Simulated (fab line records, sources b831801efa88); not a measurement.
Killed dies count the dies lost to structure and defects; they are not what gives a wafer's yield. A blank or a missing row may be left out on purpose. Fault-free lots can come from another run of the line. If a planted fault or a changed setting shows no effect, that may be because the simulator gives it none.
Which tool did it? | flow gf180mcu | 11 lots, 33 wafers sampled, at 7 steps of a route of 602

WHAT THE GAUGES READ, wafer by wafer
GF_VT_IMPLANT_TW_MEAS_32. Usual: VT_IMPLANT_3_TW gives 266.6 (standard deviation 1.4).
lot  | measured     | on            | VT_IMPLANT_3_TW   | flag
L908 | day 7 04:45  | film_metro-04 | 266.0 267.3 268.5 |
L911 | day 7 22:06  | film_metro-02 | 268.3 265.5 267.8 |
L912 | day 8 03:45  | film_metro-02 | 264.7 264.7 264.3 |
L915 | day 9 04:48  | film_metro-04 | 266.8 267.6 267.1 |
L916 | day 9 09:25  | film_metro-04 | 267.5 266.6 268.5 |
L918 | day 10 00:01 | film_metro-03 | 266.3 267.4 269.0 |
L921 | day 10 18:22 | film_metro-04 | 269.2 268.8 268.6 |
L922 | day 11 00:51 | film_metro-04 | 267.4 268.0 268.2 |
L924 | day 11 14:41 | film_metro-04 | 268.3 266.4 267.7 |
L926 | day 12 03:05 | film_metro-02 | 267.2 267.5 268.2 |
L927 | day 12 12:17 | film_metro-02 | 266.9 264.5 266.9 |

GF_HV_LDD_OVL_MEAS_32. Usual: HV_LDD_02_OVL gives -0.9 nm (standard deviation 1.4).
lot  | measured     | on         | HV_LDD_02_OVL (nm) | flag
L908 | day 12 00:53 | overlay-02 | -2.4 -0.3 -1.7     |
L911 | day 12 21:09 | overlay-01 | 0.3 -0.8 1.3       |
L912 | day 13 04:12 | overlay-01 | -1.1 -3.4 -1.0     |
L915 | day 14 08:32 | overlay-02 | -0.1 -1.9 0.0      |
L916 | day 14 16:56 | overlay-02 | 0.1 -1.9 -0.3      |
L918 | day 15 07:16 | overlay-02 | -0.6 -0.4 0.2      |
L921 | day 16 04:29 | overlay-01 | 0.6 -1.9 -1.7      |
L922 | day 16 13:06 | overlay-02 | 0.7 2.2 0.2        |
L924 | day 17 03:59 | overlay-02 | 0.9 -0.8 -0.6      |
L926 | day 17 23:07 | overlay-01 | -1.6 0.4 -1.5      |
L927 | day 18 06:10 | overlay-02 | -2.6 -0.8 -1.5     |

GF_PSD_TW_MEAS_11. Usual: PSD_TW gives 3164 (standard deviation 21).
lot  | measured     | on            | PSD_TW         | flag
L908 | day 14 18:07 | film_metro-04 | 3191 3183 3175 |
L911 | day 15 17:32 | film_metro-03 | 3183 3190 3168 |
L912 | day 16 00:07 | film_metro-04 | 3209 3189 3183 |
L915 | day 17 08:37 | film_metro-04 | 3170 3181 3172 |
L916 | day 17 17:01 | film_metro-02 | 3147 3154 3134 |
L918 | day 18 08:29 | film_metro-02 | 3142 3139 3156 |
L921 | day 19 08:00 | film_metro-04 | 3215 3188 3189 |
L922 | day 19 17:05 | film_metro-03 | 2824 2812 2822 | OFF
L924 | day 20 07:23 | film_metro-03 | 2808 2790 2787 | OFF
L926 | day 21 04:47 | film_metro-02 | 3163 3150 3137 |
L927 | day 21 10:43 | film_metro-02 | 3149 3165 3149 |

GF_PSD_RS_MEAS_15: measurement is done with a four-point probe. Usual: PSD_RS gives 108.60 ohm/sq (standard deviation 0.29).
lot  | measured     | on            | PSD_RS (ohm/sq)      | flag
L908 | day 14 18:26 | film_metro-02 | 108.88 108.64 108.58 |
L911 | day 15 17:51 | film_metro-03 | 108.56 108.64 108.19 |
L912 | day 16 00:26 | film_metro-04 | 108.50 108.72 108.67 |
L915 | day 17 08:56 | film_metro-02 | 109.12 108.51 108.53 |
L916 | day 17 17:21 | film_metro-04 | 108.56 108.55 108.46 |
L918 | day 18 08:49 | film_metro-02 | 109.27 109.33 109.28 |
L921 | day 19 08:19 | film_metro-04 | 108.62 108.92 108.68 |
L922 | day 19 17:24 | film_metro-03 | 132.83 133.34 133.05 | OFF
L924 | day 20 07:43 | film_metro-04 | 133.85 133.72 133.49 | OFF
L926 | day 21 05:06 | film_metro-04 | 108.60 108.48 108.23 |
L927 | day 21 11:02 | film_metro-03 | 108.43 108.30 108.35 |

TOOL THAT RAN EACH LOT (tool first, then ch and the chambers of the sampled wafers, then the start)
lot  | GF_VT_IMPLANT_STRIP_42               | GF_PSD_IMPLANT_09               | GF_PSD_STRIP_10
L908 | plasma_asher-04 ch 0,1, day 7 20:30  | implanter-02 ch 0, day 14 17:52 | plasma_asher-02 ch 0,1, day 14 18:01
L911 | plasma_asher-04 ch 0,1, day 8 15:08  | implanter-01 ch 0, day 15 17:17 | plasma_asher-02 ch 0,1, day 15 17:26
L912 | plasma_asher-04 ch 0,1, day 8 21:33  | implanter-01 ch 0, day 15 23:52 | plasma_asher-01 ch 0,1, day 16 00:01
L915 | plasma_asher-03 ch 0,1, day 9 22:39  | implanter-01 ch 0, day 17 08:22 | plasma_asher-01 ch 0,1, day 17 08:31
L916 | plasma_asher-03 ch 0, day 10 03:30   | implanter-01 ch 0, day 17 16:47 | plasma_asher-01 ch 0, day 17 16:55
L918 | plasma_asher-01 ch 0,1, day 10 18:35 | implanter-02 ch 0, day 18 08:16 | plasma_asher-04 ch 0,1, day 18 08:24
L921 | plasma_asher-04 ch 0,1, day 11 12:42 | implanter-04 ch 0, day 19 07:46 | plasma_asher-01 ch 0,1, day 19 07:53
L922 | plasma_asher-01 ch 0,1, day 11 19:43 | implanter-01 ch 0, day 19 16:50 | plasma_asher-04 ch 0,1, day 19 16:59
L924 | plasma_asher-04 ch 0,1, day 12 10:05 | implanter-01 ch 0, day 20 07:10 | plasma_asher-01 ch 0,1, day 20 07:18
L926 | plasma_asher-03 ch 0,1, day 12 22:45 | implanter-02 ch 0, day 21 04:32 | plasma_asher-04 ch 0,1, day 21 04:40
L927 | plasma_asher-04 ch 0,1, day 13 07:50 | implanter-04 ch 0, day 21 10:29 | plasma_asher-04 ch 0,1, day 21 10:37
- GF_VT_IMPLANT_STRIP_42: strips in O2/N2.
- GF_PSD_IMPLANT_09
- GF_PSD_STRIP_10: strips in O2/N2.

AS READ BY THE TOOLS THEMSELVES (means over the sampled wafers that have a number; for cases with no such wafer, the mark the record gives instead)
GF_VT_IMPLANT_STRIP_42. Usual: drypump_motor_current_A 5.74 A, standard deviation 0.21; heater_power_w 347 W, standard deviation 14; oes_product_au 0.716 a.u., standard deviation 0.0043; platen_temp_c 249.97 C, standard deviation 0.18; strip_time_to_endpoint_s 12.64 s, standard deviation 0.034.
lot  | tool            | drypump_motor_current_A (A) | heater_power_w (W) | oes_product_au (a.u.) | platen_temp_c (C) | strip_time_to_endpoint_s (s) | flag
L908 | plasma_asher-04 | 5.65                        | 362                | 0.718                 | 249.95            | 12.65                        |
L911 | plasma_asher-04 | 5.62                        | 359                | 0.716                 | 249.92            | 12.66                        |
L912 | plasma_asher-04 | 5.63                        | 361                | 0.713                 | 249.95            | 12.64                        |
L915 | plasma_asher-03 | 5.67                        | 331                | 0.720                 | 250.11            | 12.67                        |
L916 | plasma_asher-03 | 5.85                        | 343                | 0.711                 | 249.95            | 12.63                        |
L918 | plasma_asher-01 | 5.87                        | 337                | 0.719                 | 249.91            | 12.64                        |
L921 | plasma_asher-04 | 5.78                        | 359                | 0.718                 | 249.90            | 12.58                        |
L922 | plasma_asher-01 | 5.85                        | 337                | 0.718                 | 249.80            | 12.62                        |
L924 | plasma_asher-04 | 5.78                        | 362                | 0.715                 | 249.92            | 12.61                        |
L926 | plasma_asher-03 | 5.68                        | 331                | 0.714                 | 250.00            | 12.66                        |
L927 | plasma_asher-04 | 5.63                        | 359                | 0.716                 | 250.06            | 12.59                        |

GF_PSD_IMPLANT_09. Usual: beam_energy_keV 39.998, standard deviation 0.012; tilt_deg 6.997 degrees, standard deviation 0.021.
lot  | tool         | beam_energy_keV | tilt_deg (degrees) | flag
L908 | implanter-02 | 40.004          | 6.991              |
L911 | implanter-01 | 40.001          | 6.996              |
L912 | implanter-01 | 39.997          | 7.014              |
L915 | implanter-01 | 39.999          | 7.008              |
L916 | implanter-01 | 40.003          | 6.993              |
L918 | implanter-02 | 40.008          | 6.982              |
L921 | implanter-04 | 39.995          | 6.996              |
L922 | implanter-01 | 25.028          | 6.985              | OFF
L924 | implanter-01 | 25.037          | 7.002              | OFF
L926 | implanter-02 | 39.987          | 6.998              |
L927 | implanter-04 | 40.004          | 6.995              |

GF_PSD_STRIP_10. Usual: drypump_motor_current_A 5.82 A, standard deviation 0.22; heater_power_w 347 W, standard deviation 15; oes_product_au 0.592 a.u., standard deviation 0.0046; platen_temp_c 249.99 C, standard deviation 0.18; strip_time_to_endpoint_s 16.52 s, standard deviation 0.039.
lot  | tool            | drypump_motor_current_A (A) | heater_power_w (W) | oes_product_au (a.u.) | platen_temp_c (C) | strip_time_to_endpoint_s (s) | flag
L908 | plasma_asher-02 | 5.98                        | 348                | 0.594                 | 249.95            | 16.51                        |
L911 | plasma_asher-02 | 5.91                        | 338                | 0.594                 | 249.94            | 16.55                        |
L912 | plasma_asher-01 | 5.74                        | 341                | 0.590                 | 249.92            | 16.46                        |
L915 | plasma_asher-01 | 5.84                        | 335                | 0.593                 | 249.97            | 16.51                        |
L916 | plasma_asher-01 | 6.01                        | 333                | 0.597                 | 249.90            | 16.52                        |
L918 | plasma_asher-04 | 5.63                        | 362                | 0.589                 | 249.96            | 16.48                        |
L921 | plasma_asher-01 | 5.86                        | 335                | 0.591                 | 250.03            | 16.59                        |
L922 | plasma_asher-04 | 5.63                        | 358                | 0.630                 | 250.03            | 15.10                        | OFF
L924 | plasma_asher-01 | 5.74                        | 337                | 0.628                 | 250.01            | 15.04                        | OFF
L926 | plasma_asher-04 | 5.63                        | 365                | 0.596                 | 249.80            | 16.54                        |
L927 | plasma_asher-04 | 5.64                        | 364                | 0.592                 | 249.87            | 16.49                        |

THE ANSWER, worked out from the rows above alone
Rule: a lot is off if the mean of its wafers that have a number lies more than 3 standard deviations from the usual mean. A lot without any number at a reading at which 4 lots or more have one is off too. Any other lot the step has rows for is counted as sound. The gauges are gone through in route order, then the tools' own readings, and for those a lot's mean is taken as printed above. At the first step where some lot is off, the reading lying furthest off is the one used; lots without a number count as furthest.
Off: L922, L924, seen at GF_PSD_TW_MEAS_11 (PSD_TW).
A tool fits if, at a process step before that reading, it ran every lot that is off, and no sound lot after the first of them. The gauges at GF_PSD_TW_MEAS_11 aren't tried: what is off there is off at GF_PSD_IMPLANT_09 too, on other tools, and a gauge's error can't cause that. One fits: GF_PSD_IMPLANT_09 on implanter-01. Its last sound lot is L916 (day 17 16:47), its first lot that is off L922 (day 19 16:50): a fault that began between those two fits.
On the lots that are off, the tool's own readings at GF_PSD_IMPLANT_09 differ by more than 5 times the standard deviation of the sound lots' means, which bears it out; beam_energy_keV reads 25.032 there versus 40.000 on the sound lots.

WHAT THE SIMULATOR HAD INSERTED
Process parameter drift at GF_PSD_IMPLANT_09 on implanter-01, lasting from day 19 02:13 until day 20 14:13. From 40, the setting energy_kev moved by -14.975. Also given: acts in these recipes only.
Lots struck among those shown: L922, L924. The same result came from the rule above.
